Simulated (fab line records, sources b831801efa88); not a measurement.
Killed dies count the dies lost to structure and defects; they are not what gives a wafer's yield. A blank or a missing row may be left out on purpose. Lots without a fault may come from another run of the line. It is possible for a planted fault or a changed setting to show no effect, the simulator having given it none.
Which tool did it? / flow sky130 / 13 lots with 39 wafers sampled at 3 steps, on a route of 708 steps

== WHAT THE GAUGES SHOWED, per wafer ==
SKY_POLY_GATE_CD_MEAS_22. Usual: cdNm 150.6 nm, standard deviation 2.5.
lot=L938; measured=day 17 02:29; on=cdSem-01; cdNm (nm)=152.7 148.4 152.6; flag=
lot=L940; measured=day 18 01:10; on=cdSem-02; cdNm (nm)=147.6 152.0 149.2; flag=
lot=L942; measured=day 18 15:49; on=cdSem-01; cdNm (nm)=148.0 151.6 153.8; flag=
lot=L944; measured=day 19 08:46; on=cdSem-02; cdNm (nm)=154.3 149.3 152.1; flag=
lot=L945; measured=day 19 17:25; on=cdSem-02; cdNm (nm)=153.8 154.4 153.2; flag=
lot=L946; measured=day 19 20:00; on=cdSem-01; cdNm (nm)=149.6 145.3 148.6; flag=
lot=L947; measured=day 20 22:55; on=cdSem-02; cdNm (nm)=150.3 148.2 152.7; flag=
lot=L955; measured=day 22 22:08; on=cdSem-02; cdNm (nm)=152.1 152.3 151.5; flag=
lot=L956; measured=day 23 04:50; on=cdSem-02; cdNm (nm)=152.2 150.7 152.5; flag=
lot=L957; measured=day 23 14:22; on=cdSem-01; cdNm (nm)=149.6 148.9 153.0; flag=
lot=L958; measured=day 24 02:01; on=cdSem-01; cdNm (nm)=147.7 143.9 152.2; flag=
lot=L959; measured=day 25 01:11; on=cdSem-02; cdNm (nm)=148.2 153.3 148.2; flag=
lot=L960; measured=day 25 02:46; on=cdSem-01; cdNm (nm)=151.4 149.4 154.3; flag=

SKY_LDD_HVP_OVL_MEAS_07. Usual: LDD_HVP_OVL gives -0.6 nm (standard deviation 1.2).
lot=L938; measured=day 22 04:31; on=overlay-02; LDD_HVP_OVL (nm)=0.0 -1.1 -0.1; flag=
lot=L940; measured=day 23 13:53; on=overlay-01; LDD_HVP_OVL (nm)=-1.5 -0.6 0.1; flag=
lot=L942; measured=day 23 19:07; on=overlay-01; LDD_HVP_OVL (nm)=0.9 0.7 0.6; flag=
lot=L944; measured=day 24 10:52; on=overlay-02; LDD_HVP_OVL (nm)=-2.1 -2.9 -2.0; flag=
lot=L945; measured=day 24 20:34; on=overlay-02; LDD_HVP_OVL (nm)=0.3 -0.9 -1.0; flag=
lot=L946; measured=day 24 21:27; on=overlay-02; LDD_HVP_OVL (nm)=2.4 0.2 1.0; flag=
lot=L947; measured=day 25 22:52; on=overlay-01; LDD_HVP_OVL (nm)=-1.6 -3.4 -1.0; flag=
lot=L955; measured=day 27 21:10; on=overlay-01; LDD_HVP_OVL (nm)=-2.4 -3.2 -3.0; flag=
lot=L956; measured=day 28 02:49; on=overlay-01; LDD_HVP_OVL (nm)=-1.6 -0.8 -2.3; flag=
lot=L957; measured=day 28 12:13; on=overlay-01; LDD_HVP_OVL (nm)=-1.3 -1.2 -0.9; flag=
lot=L958; measured=day 29 01:37; on=overlay-02; LDD_HVP_OVL (nm)=0.5 0.4 1.5; flag=
lot=L959; measured=day 29 23:07; on=overlay-02; LDD_HVP_OVL (nm)=-0.6 -0.5 -1.6; flag=
lot=L960; measured=day 30 01:04; on=overlay-01; LDD_HVP_OVL (nm)=-0.6 -1.8 0.6; flag=

== WHICH TOOL RAN EACH LOT (tool, then ch and the chambers of the sampled wafers, then the start) ==
lot=L938; SKY_SONOS_ONO_OXIDATION_00=furnace-02 ch 0, day 11 15:07
lot=L940; SKY_SONOS_ONO_OXIDATION_00=furnace-01 ch 0, day 12 10:10
lot=L942; SKY_SONOS_ONO_OXIDATION_00=furnace-01 ch 0, day 13 07:00
lot=L944; SKY_SONOS_ONO_OXIDATION_00=furnace-01 ch 0, day 14 01:17
lot=L945; SKY_SONOS_ONO_OXIDATION_00=furnace-01 ch 0, day 14 09:31
lot=L946; SKY_SONOS_ONO_OXIDATION_00=furnace-01 ch 0, day 14 09:31
lot=L947; SKY_SONOS_ONO_OXIDATION_00=furnace-01 ch 0, day 14 23:38
lot=L955; SKY_SONOS_ONO_OXIDATION_00=furnace-02 ch 0, day 17 06:33
lot=L956; SKY_SONOS_ONO_OXIDATION_00=furnace-01 ch 0, day 17 12:38
lot=L957; SKY_SONOS_ONO_OXIDATION_00=furnace-01 ch 0, day 18 00:32
lot=L958; SKY_SONOS_ONO_OXIDATION_00=furnace-02 ch 0, day 18 10:09
lot=L959; SKY_SONOS_ONO_OXIDATION_00=furnace-01 ch 0, day 18 23:56
lot=L960; SKY_SONOS_ONO_OXIDATION_00=furnace-02 ch 0, day 19 09:51
- SKY_SONOS_ONO_OXIDATION_00: stabilise 600 s, purge 300 s, target thk 2.6 nm.

== AS READ BY THE TOOLS THEMSELVES (means over the sampled wafers that have a number; for cases with no such wafer, the mark the record gives instead) ==
SKY_SONOS_ONO_OXIDATION_00. Usual: spikeTcUpperC 799.4 C, standard deviation 1.1; zonePowerCentrePct 16.8 %, standard deviation 0.82; zonePowerTopPct 26.70 %, standard deviation 0.26; zonePowerUpperPct 14.7 %, standard deviation 1.1.
lot=L938; tool=furnace-02; spikeTcUpperC (C)=799.1; zonePowerCentrePct (%)=17.9; zonePowerTopPct (%)=26.94; zonePowerUpperPct (%)=13.3; flag=
lot=L940; tool=furnace-01; spikeTcUpperC (C)=799.7; zonePowerCentrePct (%)=16.3; zonePowerTopPct (%)=26.99; zonePowerUpperPct (%)=15.5; flag=
lot=L942; tool=furnace-01; spikeTcUpperC (C)=798.8; zonePowerCentrePct (%)=16.3; zonePowerTopPct (%)=26.80; zonePowerUpperPct (%)=15.6; flag=
lot=L944; tool=furnace-01; spikeTcUpperC (C)=799.2; zonePowerCentrePct (%)=16.2; zonePowerTopPct (%)=26.57; zonePowerUpperPct (%)=15.5; flag=
lot=L945; tool=furnace-01; spikeTcUpperC (C)=820.3; zonePowerCentrePct (%)=12.9; zonePowerTopPct (%)=23.12; zonePowerUpperPct (%)=22.8; flag=OFF
lot=L946; tool=furnace-01; spikeTcUpperC (C)=820.4; zonePowerCentrePct (%)=13.0; zonePowerTopPct (%)=23.09; zonePowerUpperPct (%)=22.6; flag=OFF
lot=L947; tool=furnace-01; spikeTcUpperC (C)=820.3; zonePowerCentrePct (%)=13.1; zonePowerTopPct (%)=22.98; zonePowerUpperPct (%)=22.5; flag=OFF
lot=L955; tool=furnace-02; spikeTcUpperC (C)=798.3; zonePowerCentrePct (%)=17.9; zonePowerTopPct (%)=26.53; zonePowerUpperPct (%)=13.3; flag=
lot=L956; tool=furnace-01; spikeTcUpperC (C)=801.0; zonePowerCentrePct (%)=16.1; zonePowerTopPct (%)=26.77; zonePowerUpperPct (%)=15.4; flag=
lot=L957; tool=furnace-01; spikeTcUpperC (C)=799.1; zonePowerCentrePct (%)=16.2; zonePowerTopPct (%)=26.89; zonePowerUpperPct (%)=15.2; flag=
lot=L958; tool=furnace-02; spikeTcUpperC (C)=798.8; zonePowerCentrePct (%)=17.9; zonePowerTopPct (%)=27.01; zonePowerUpperPct (%)=13.2; flag=
lot=L959; tool=furnace-01; spikeTcUpperC (C)=800.0; zonePowerCentrePct (%)=16.3; zonePowerTopPct (%)=26.55; zonePowerUpperPct (%)=15.3; flag=
lot=L960; tool=furnace-02; spikeTcUpperC (C)=798.9; zonePowerCentrePct (%)=18.0; zonePowerTopPct (%)=26.73; zonePowerUpperPct (%)=13.1; flag=

== THE ANSWER, worked out from the rows above alone ==
Rule: a lot is off if the mean of its wafers that have a number lies more than 3 standard deviations from the usual mean. Also off: a lot with no number at a reading for which 4 or more lots have one. Where the step has rows for the other lots, those lots are counted as sound. After the gauges, taken in route order, come the tools' own readings; for these a lot's mean is taken, as printed above. At the first step where some lot is off, the reading lying furthest off is the one used; lots without a number count as furthest.
Off: L945, L946, L947, at SKY_SONOS_ONO_OXIDATION_00 (spikeTcUpperC).
If a tool, at that step or one of the process steps before it, ran each lot that is off and ran no sound lot following the first of them, it fits. Of those tried, none fits.

== WHAT WAS PUT IN BY THE SIMULATOR ==
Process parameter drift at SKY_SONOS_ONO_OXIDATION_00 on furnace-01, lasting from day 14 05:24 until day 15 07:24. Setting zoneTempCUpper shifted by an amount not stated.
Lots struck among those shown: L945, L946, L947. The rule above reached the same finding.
